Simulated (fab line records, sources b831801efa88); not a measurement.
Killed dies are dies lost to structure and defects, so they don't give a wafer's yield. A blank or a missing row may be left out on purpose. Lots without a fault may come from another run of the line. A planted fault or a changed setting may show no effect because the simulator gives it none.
fab line records | flow sky130
record lots=14 wafers=42 last_day=50
route steps=708 shown CAP2M@604 METAL4@634 PASSIVATION@692
lots that met no fault: from a run of the same line without faults
start_h: hours from the record's first day to the start of the lot's first wafer shown | wait_h: hours since the lot's step before | " the same as in the row above | L1.1+2: a row that stands for several wafers | - no value, or no start given | * or withheld: withheld | < > ~ a bound
route shown NAME@n: a module of which the file shows steps, and the number in the route of the first | usual: mean/standard deviation of fault-free wafers | same: alike in all rows | chamber/n: place in a boat | sites: the reading at each site | _std_site: their standard deviation | _edge_site: outer sites' mean less inner sites' | radius_mm: how far each site lies from the wafer's centre | mask NAME#n: copy n | behind: the tool/chamber that last shaped the wafer | hold: why the lot was held/for how many hours/how that ended | device: the transistor (n, p or np) that didn't switch | end of line: the same wafers' tests at the end of the route | a step without rows: its recipe alone | killed: dies lost to structure and defects at the first sort, not the wafer's yield | map: a wafer's dies, x killed, . not, _ none there
set.NAME: the setting as run; set.NAME@STEP: as run at that earlier step | model.NAME: the simulator's own value behind a step, which no gauge read
steps of the route over a sample of lots; a table a step, a row a wafer
services: from which hour (start_h, from the record's first day; less than 0 if before it) a tool's chamber was out of use, for how many hours, and why
## steps
# step SKY_CAP2M_THK_MEAS_01
# recipe reads=SiO2_of_CAP2M_CVD_00
# usual CAP2M_CVD_00_THK=15.50/0.2
# columns lot.wafer tool chamber start_h wait_h CAP2M_CVD_00_THK[nm]
L629.2 film_metro-01 - 934.79 - 15.50
L629.3 " - " " 15.22
L629.6 " - " " 15.44
L630.1 film_metro-02 - 937.85 - 15.39
L630.4 " - " " 15.39
L630.6 " - " " 15.45
L631.4 film_metro-01 - 946.41 - 15.65
L631.5 " - " " 15.63
L631.6 " - " " 15.63
L632.1 film_metro-04 - 951.72 - 15.53
L632.5 " - " " 15.80
L632.6 " - " " 15.77
L633.1 film_metro-02 - 963.57 - 15.44
L633.4 " - " " 16.06
L633.6 " - " " 15.69
L635.2 film_metro-01 - 975.84 - 15.33
L635.3 " - " " 15.48
L635.6 " - " " 15.67
L634.1 film_metro-01 - 980.11 - 15.52
L634.2 " - " " 15.57
L634.4 " - " " 15.59
L636.1 film_metro-04 - 988.78 - 15.39
L636.2 " - " " 15.45
L636.3 " - " " 15.68
L637.2 film_metro-01 - 997.41 - 15.69
L637.3 " - " " 15.63
L637.5 " - " " 16.08
L638.1 film_metro-04 - 1006.36 - 15.24
L638.3 " - " " 15.49
L638.5 " - " " 15.43
L644.1 film_metro-04 - 1040.98 - 15.01
L644.2 " - " " 15.22
L644.4 " - " " 15.50
L646.2 film_metro-01 - 1048.95 - 15.40
L646.3 " - " " 15.44
L646.6 " - " " 15.46
L650.3 film_metro-04 - 1078.73 - 15.69
L650.4 " - " " 15.74
L650.6 " - " " 15.86
L651.2 film_metro-02 - 1082.57 - 15.59
L651.5 " - " " 15.42
L651.6 " - " " 15.67
# step SKY_CAP2M_THK_MEAS_04
# recipe thk_meas_gauge=xrf reads=TiN_of_CAP2M_SPUTTER_02
# usual CAP2M_TIN_THK=201.3/2
# columns lot.wafer tool chamber start_h wait_h CAP2M_TIN_THK[nm]
L629.2 film_metro-02 - 935.09 0.1 202.9
L629.3 " - " " 200.2
L629.6 " - " " 201.2
L630.1 film_metro-01 - 938.14 0.1 198.9
L630.4 " - " " 199.4
L630.6 " - " " 200.5
L631.4 film_metro-02 - 946.70 0.1 199.0
L631.5 " - " " 200.4
L631.6 " - " " 200.4
L632.1 film_metro-02 - 952.01 0.1 201.9
L632.5 " - " " 202.3
L632.6 " - " " 199.9
L633.1 film_metro-04 - 963.86 0.1 201.2
L633.4 " - " " 201.7
L633.6 " - " " 198.4
L635.2 film_metro-04 - 976.13 0.1 199.7
L635.3 " - " " 198.3
L635.6 " - " " 200.5
L634.1 film_metro-04 - 980.40 0.1 199.9
L634.2 " - " " 199.7
L634.4 " - " " 198.1
L636.1 film_metro-02 - 989.07 0.1 201.8
L636.2 " - " " 204.6
L636.3 " - " " 204.7
L637.2 film_metro-04 - 997.70 0.1 201.6
L637.3 " - " " 202.2
L637.5 " - " " 199.4
L638.1 film_metro-02 - 1006.65 0.1 203.4
L638.3 " - " " 203.1
L638.5 " - " " 204.8
L644.1 film_metro-02 - 1041.27 0.1 205.3
L644.2 " - " " 205.2
L644.4 " - " " 205.0
L646.2 film_metro-01 - 1049.24 0.1 198.7
L646.3 " - " " 198.5
L646.6 " - " " 199.9
L650.3 film_metro-02 - 1079.02 0.1 202.9
L650.4 " - " " 199.3
L650.6 " - " " 200.1
L651.2 film_metro-04 - 1082.86 0.1 199.6
L651.5 " - " " 199.6
L651.6 " - " " 201.1
# step SKY_METAL4_METAL_ETCH_18
# recipe target_depth_a=8450 stop_on=SiO2 over_etch_frac=0.3 time_s=183.1 chemistry=Cl2/BCl3 resist_sidewall_deg=88 pressure_mtorr=10 icp_w=900 bias_w=48.5 Cl2_flow_sccm=60 bcl3_flow_sccm=30
# usual drypump_motor_current_A=5.6/0.35 mfc_cl2_sccm=60.00/0.17 oes_product_au=0.866/0.0059 rf_fwd_power_W=897.3/2.9 throttle_valve_pct=22.263/0.0092
# columns lot.wafer tool chamber start_h wait_h drypump_motor_current_A mfc_cl2_sccm oes_product_au rf_fwd_power_W rf_hours_counter_h throttle_valve_pct
L629.2 rie_metal-04 0 984.86 0.0 5.7 59.87 0.880 897.7 10 22.264
L629.3 " 1 " " 6.2 60.23 0.877 894.3 - 22.245
L629.6 " 0 " " 5.7 59.81 0.869 894.5 - 22.250
L630.1 rie_metal-02 0 987.97 0.0 5.3 60.22 0.861 895.2 11 22.257
L630.4 " 1 " " 5.4 59.65 0.869 899.2 - 22.267
L630.6 " 1 " " 5.4 59.82 0.876 895.9 - 22.269
L631.4 rie_metal-04 1 995.07 0.1 6.2 59.87 0.874 892.1 - 22.266
L631.5 " 1 " " 6.2 60.17 0.862 890.9 - 22.254
L631.6 " 0 " " 5.7 59.96 0.856 892.5 - 22.269
L632.1 rie_metal-02 1 1000.81 0.0 5.4 59.89 0.858 900.6 23 22.259
L632.5 " 1 " " 5.4 60.11 0.858 898.3 - 22.267
L632.6 " 0 " " 5.3 59.93 0.867 896.8 - 22.272
L633.1 rie_metal-04 1 1012.14 0.0 6.2 60.24 0.866 896.7 18 22.258
L633.4 " 0 " " 5.7 59.81 0.862 897.3 - 22.257
L633.6 " 0 " " 5.6 59.89 0.859 894.4 - 22.268
L635.2 rie_metal-02 0 1022.57 0.1 5.3 60.09 0.862 899.2 - 22.255
L635.3 " 0 " " 5.3 60.03 0.870 895.8 - 22.268
L635.6 " 0 " " 5.3 59.96 0.859 901.2 - 22.275
L634.1 rie_metal-02 0 1027.31 0.0 5.3 60.11 0.864 895.9 14 22.269
L634.2 " 0 " " 5.3 60.08 0.860 901.1 - 22.240
L634.4 " 0 " " 5.3 59.74 0.871 896.2 - 22.244
L636.1 rie_metal-04 1 1034.86 0.0 6.2 60.17 0.874 897.2 19 22.260
L636.2 " 0 " " 5.7 60.03 0.869 898.5 14 22.272
L636.3 " 1 " " 6.2 59.97 0.873 896.0 - 22.270
L637.2 rie_metal-02 0 1042.71 0.0 5.3 59.58 0.859 898.6 15 22.259
L637.3 " 0 " " 5.3 60.00 0.867 898.6 - 22.261
L637.5 " 1 " " 5.4 60.15 0.876 897.9 - 22.267
L638.1 rie_metal-02 0 1052.26 0.0 5.3 59.97 0.866 899.9 16 22.261
L638.3 " 0 " " 5.3 60.05 0.875 900.7 - 22.262
L638.5 " 0 " " 5.3 59.88 0.858 897.8 - 22.255
L644.1 rie_metal-02 0 1083.96 0.0 5.3 59.89 0.864 899.0 18 22.257
L644.2 " 1 " " 5.4 60.15 0.866 898.6 3 22.254
L644.4 " 1 " " 5.4 60.13 0.867 896.1 - 22.270
L646.2 rie_metal-02 0 1092.26 0.0 5.3 60.04 0.873 897.2 19 22.268
L646.3 " 0 " " 5.3 59.88 0.866 904.6 - 22.260
L646.6 " 1 " " 5.4 59.84 0.862 901.8 - 22.262
L650.3 rie_metal-04 1 1120.37 0.1 6.2 60.18 0.870 896.6 - 22.277
L650.4 " 0 " " 5.7 60.18 0.868 893.7 - 22.280
L650.6 " 1 " " 6.2 59.74 0.865 898.3 - 22.264
L651.2 rie_metal-04 0 1123.91 0.0 5.7 60.11 0.865 894.9 21 22.258
L651.5 " 1 " " 6.2 60.16 0.860 897.4 - 22.244
L651.6 " 0 " " 5.7 60.14 0.864 895.1 - 22.262
# step SKY_PASSIVATION_ETCH_11
# recipe chemistry=CF4/O2 target_depth_nm=725 stop_on=AlCu source_w=800 bias_w=150 pressure_mtorr=150 cf4_flow_sccm=80 O2_flow_sccm=10 time_s=161.1
# usual O2_flow_sccm=10.00/0.03 drypump_motor_current_A=5.7/0.39 oes_product_au=0.977/0.0065 rf_fwd_power_W=797.4/2.8 throttle_valve_pct=5.964/0.0083
# columns lot.wafer tool chamber start_h wait_h O2_flow_sccm drypump_motor_current_A oes_product_au rf_fwd_power_W rf_hours_counter_h throttle_valve_pct
L629.2 rie_diel-03 1 1056.18 - 9.98 5.7 0.970 794.4 7 5.967
L629.3 " 0 " " 10.00 5.7 0.966 798.3 9 5.943
L629.6 " 1 " " 10.01 5.7 0.976 789.2 - 5.963
L630.1 rie_diel-03 0 1059.18 - 9.96 5.7 0.984 797.8 9 5.968
L630.4 " 3 " " 9.96 5.7 0.984 796.2 18 5.956
L630.6 " 1 " " 9.98 5.7 0.981 798.7 - 5.978
L631.4 rie_diel-02 1 1064.81 - 9.98 5.4 0.978 799.5 14 5.962
L631.5 " 0 " " 10.01 5.7 0.975 798.2 - 5.968
L631.6 " 3 " " 9.97 4.8 0.978 798.9 - 5.966
L632.1 rie_diel-02 3 1071.89 - 10.02 4.8 0.972 791.9 23 5.960
L632.5 " 2 " " 10.06 5.9 0.980 798.8 - 5.954
L632.6 " 3 " " 10.03 4.8 0.985 798.8 - 5.962
L633.1 rie_diel-03 1 1082.06 - 9.96 5.7 0.981 796.1 8 5.962
L633.4 " 0 " " 9.98 5.7 0.982 799.9 10 5.972
L633.6 " 2 " " 9.97 6.1 0.988 798.2 - 5.946
L635.2 rie_diel-04 0 1091.29 - 9.96 6.2 0.982 798.2 16 5.964
L635.3 " 2 " " 9.99 6.1 0.970 802.1 10 5.975
L635.6 " 0 " " 9.97 6.2 0.982 796.6 - 5.964
L634.1 rie_diel-02 1 1095.34 - 9.98 5.4 0.970 799.2 15 5.963
L634.2 " 2 " " 9.98 6.0 0.973 794.5 22 5.968
L634.4 " 0 " " 10.06 5.7 0.982 799.2 33 5.941
L636.1 rie_diel-02 3 1102.36 - 9.99 4.8 0.971 800.5 24 5.963
L636.2 " 1 " " 10.00 5.5 0.976 798.5 16 5.972
L636.3 " 2 " " 9.98 6.0 0.967 802.6 22 5.986
L637.2 rie_diel-04 0 1108.56 - 9.97 6.2 0.968 794.6 17 5.963
L637.3 " 3 " " 10.00 5.6 0.968 794.3 20 5.961
L637.5 " 2 " " 10.03 6.1 0.976 795.6 - 5.965
L638.1 rie_diel-04 2 1117.21 - 10.08 6.0 0.984 796.7 11 5.975
L638.3 " 1 " " 10.00 5.4 0.971 793.4 15 5.950
L638.5 " 2 " " 10.03 6.1 0.987 800.9 - 5.971
L644.1 rie_diel-04 2 1146.39 - 10.00 6.1 0.909 668.9 11 5.930
L644.2 " 3 " " 9.98 5.7 0.976 801.4 20 5.969
L644.4 " 0 " " 10.01 6.2 0.979 794.2 17 5.963
L646.2 rie_diel-04 1 1154.11 - 10.03 5.4 0.986 798.1 16 5.964
L646.3 " 2 " " 10.00 6.2 0.921 663.4 12 5.947
L646.6 " 2 " " 10.01 6.1 0.915 663.8 - 5.947
L650.3 rie_diel-03 0 1178.91 - 9.98 5.7 0.969 799.9 14 5.950
L650.4 " 3 " " 9.97 5.7 0.983 796.8 23 5.972
L650.6 " 0 " " 9.99 5.8 0.975 797.9 - 5.959
L651.2 rie_diel-03 3 1181.76 - 10.04 5.7 0.982 795.7 23 5.961
L651.5 " 2 " " 10.02 6.1 0.991 797.1 - 5.970
L651.6 " 3 " " 10.03 5.6 0.980 797.5 - 5.968
# step SKY_PASSIVATION_STRIP_12
# recipe chemistry=O2/N2 power_w=1400 pressure_mtorr=1500 platen_temp_c=withheld overash_fraction=0.7 o2_flow_sccm=3000 n2_flow_sccm=300
# usual drypump_motor_current_A=5.6/0.34 oes_product_au=0.661/0.0043 strip_time_to_endpoint_s=31.53/0.12
# same overash_fraction=0.7
# columns lot.wafer tool chamber start_h wait_h drypump_motor_current_A oes_product_au rf_hours_counter_h strip_time_to_endpoint_s
L629.2 plasma_asher-04 0 1056.29 0.1 5.7 0.664 28 31.54
L629.3 " 1 " " 6.1 0.656 - 31.51
L629.6 " 1 " " 6.1 0.659 - 31.49
L630.1 plasma_asher-04 1 1059.29 0.1 6.1 0.662 28 31.48
L630.4 " 1 " " 6.1 0.669 - 31.52
L630.6 " 1 " " 6.1 0.663 - 31.43
L631.4 plasma_asher-02 1 1064.95 0.1 5.1 0.664 - 31.63
L631.5 " 0 " " 5.3 0.662 - 31.62
L631.6 " 1 " " 5.1 0.659 - 31.62
L632.1 plasma_asher-04 0 1071.99 0.1 5.7 0.671 29 31.46
L632.5 " 1 " " 6.1 0.663 - 31.55
L632.6 " 0 " " 5.7 0.659 - 31.42
L633.1 plasma_asher-04 0 1082.16 0.1 5.7 0.654 30 31.39
L633.4 " 1 " " 6.1 0.659 - 31.42
L633.6 " 0 " " 5.7 0.665 - 31.51
L635.2 plasma_asher-02 1 1091.39 0.1 5.0 0.661 2 31.54
L635.3 " 0 " " 5.3 0.663 - 31.52
L635.6 " 1 " " 5.0 0.662 - 31.41
L634.1 plasma_asher-03 1 1095.44 0.1 5.3 0.659 75 31.57
L634.2 " 0 " " 5.6 0.661 75 31.64
L634.4 " 1 " " 5.3 0.664 - 31.39
L636.1 plasma_asher-04 0 1102.46 0.1 5.7 0.658 32 31.53
L636.2 " 1 " " 6.1 0.665 32 31.57
L636.3 " 1 " " 6.1 0.662 - 31.77
L637.2 plasma_asher-03 0 1108.66 0.1 5.6 0.658 77 31.33
L637.3 " 0 " " 5.6 0.659 - 31.42
L637.5 " 0 " " 5.6 0.659 - 31.45
L638.1 plasma_asher-03 1 1117.32 0.1 5.3 0.659 77 31.72
L638.3 " 0 " " 5.6 0.656 - 31.80
L638.5 " 0 " " 5.6 0.654 - 31.45
L644.1 plasma_asher-04 1 1146.49 0.1 6.1 0.665 36 32.34
L644.2 " 0 " " 5.7 0.664 36 31.71
L644.4 " 0 " " 5.8 0.667 - 31.62
L646.2 plasma_asher-04 0 1154.21 0.1 5.7 0.666 37 31.64
L646.3 " 0 " " 5.7 0.656 - 32.25
L646.6 " 1 " " 6.1 0.653 - 32.31
L650.3 plasma_asher-02 1 1179.05 0.1 5.1 0.661 - 31.56
L650.4 " 0 " " 5.3 0.656 - 31.56
L650.6 " 0 " " 5.3 0.664 - 31.50
L651.2 plasma_asher-03 0 1181.87 0.1 5.6 0.663 84 31.62
L651.5 " 0 " " 5.6 0.655 - 31.45
L651.6 " 1 " " 5.3 0.666 - 31.51
## services
# columns tool chamber start_h hours kind
plasma_asher-04 - 970.87 0.9 repair
rie_diel-02 3 974.70 17.3 repair
rie_diel-02 2 981.15 3.7 repair
plasma_asher-02 - 982.51 10.2 repair
rie_metal-02 1 1007.72 - clean
rie_metal-02 1 1007.72 25.8 scheduled_down
rie_metal-02 1 1007.72 25.8 vent_cycle
plasma_asher-02 - 1012.39 35.4 repair
rie_metal-04 - 1014.48 2.8 pm
rie_diel-03 1 1015.15 8.8 repair
plasma_asher-02 - 1019.28 2.9 repair
rie_diel-04 1 1030.43 10.5 repair
rie_diel-04 2 1037.06 13.9 repair
plasma_asher-02 - 1055.25 9.0 pm
plasma_asher-03 - 1063.27 0.5 repair
rie_diel-02 0 1096.51 - clean
rie_diel-02 0 1096.51 12.5 scheduled_down
rie_diel-02 0 1096.51 12.5 vent_cycle
rie_diel-03 2 1109.53 14.5 repair
rie_diel-04 0 1112.45 5.7 repair
plasma_asher-02 - 1113.65 0.8 repair
rie_diel-04 - 1118.09 15.6 pm
rie_diel-02 - 1160.21 28.1 pm
rie_metal-04 1 1168.76 2.5 repair
## key
first_sign step=SKY_PASSIVATION_ETCH_11 reading=rf_fwd_power_W direction=down sigmas=47 usual=797.4 struck=665.4
effect step=SKY_PASSIVATION_ETCH_11 reading=oes_product_au direction=down sigmas=9.7 usual=0.977 struck=0.915
effect step=SKY_PASSIVATION_STRIP_12 reading=strip_time_to_endpoint_s direction=up sigmas=6.5 usual=* struck=*
met_at SKY_PASSIVATION_ETCH_11
struck_lots L644,L646
struck_wafers L644.1,L646.3,L646.6
later_rows_left_out L646.3
sort_left_out L644.1,L646.3,L646.6
not_acting_at SKY_CAP2M_THK_MEAS_01,SKY_CAP2M_THK_MEAS_04,SKY_METAL4_METAL_ETCH_18
onset_between 1117.21 1146.39
fault kind=process_parameter_drift tool=rie_diel-04 chamber=2 onset_h=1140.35 steps=SKY_PASSIVATION_ETCH_11 channel=source_w offset=-128 shape=step end_h=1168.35 acts_in=these_recipes_only stated=800
# sort_left_out: the simulated sort isn't trusted on such a fault, so these wafers' sort isn't shown, and their yield isn't known
# later_rows_left_out: the simulator's readings of these wafers behind a module that went badly wrong aren't trusted and aren't shown, but for the sort
